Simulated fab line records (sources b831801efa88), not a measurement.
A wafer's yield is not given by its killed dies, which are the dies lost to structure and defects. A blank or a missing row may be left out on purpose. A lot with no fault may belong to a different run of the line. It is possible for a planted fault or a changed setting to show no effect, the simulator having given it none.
Chamber matching ; flow gf180mcu ; 3 sister chambers for GF_V2_CVD_02 on pecvd-03
The step deposits SiO2 from TEOS, target thk 850 nm, time 94.851 s. 6 wafers are shown with their chamber, then 10 later ones without.

## WAFERS, EACH WITH ITS CHAMBER
wafer;chamber;heater power w (W)
L084.4;1;1022
L091.6;1;958
L092.1;0;770
L092.6;2;694
L093.1;0;676
L093.4;2;740

## WAFERS WHOSE CHAMBER IS MISSING
wafer;heater power w (W)
L093.5;715
L094.1;664
L094.3;669
L094.4;967
L095.3;605
L095.4;1024
L095.5;730
L096.1;684
L096.2;1009
L096.4;707

## THE CHAMBER EACH PASSED THROUGH
wafer;from the rows above;in truth
L093.5;can't be placed: 2 or 0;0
L094.1;can't be placed: 2 or 0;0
L094.3;can't be placed: 2 or 0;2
L094.4;1;1
L095.3;can't be placed: 2 or 0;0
L095.4;1;1
L095.5;can't be placed: 0 or 2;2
L096.1;can't be placed: 2 or 0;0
L096.2;1;1
L096.4;can't be placed: 2 or 0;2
Placed correctly: 3 of 10. These rows do not allow placing 7 (true chamber among the candidates in 7). Number placed wrongly: 0.
How it was worked out, from the rows above alone: a wafer's distance from a chamber is the root of the sum, over the readings, of the square of ((its reading less the chamber's mean) divided by the reading's scatter). If the next closest chamber is less than 2 further off than the closest, the wafer can't be placed; otherwise it belongs to the closest. For every chamber, the mean is computed from those of its wafers that are shown. How the scatter is found: for the shown wafers, subtract from each reading the mean of its chamber, square and add these, divide the total by (wafers less chambers), then take the root.
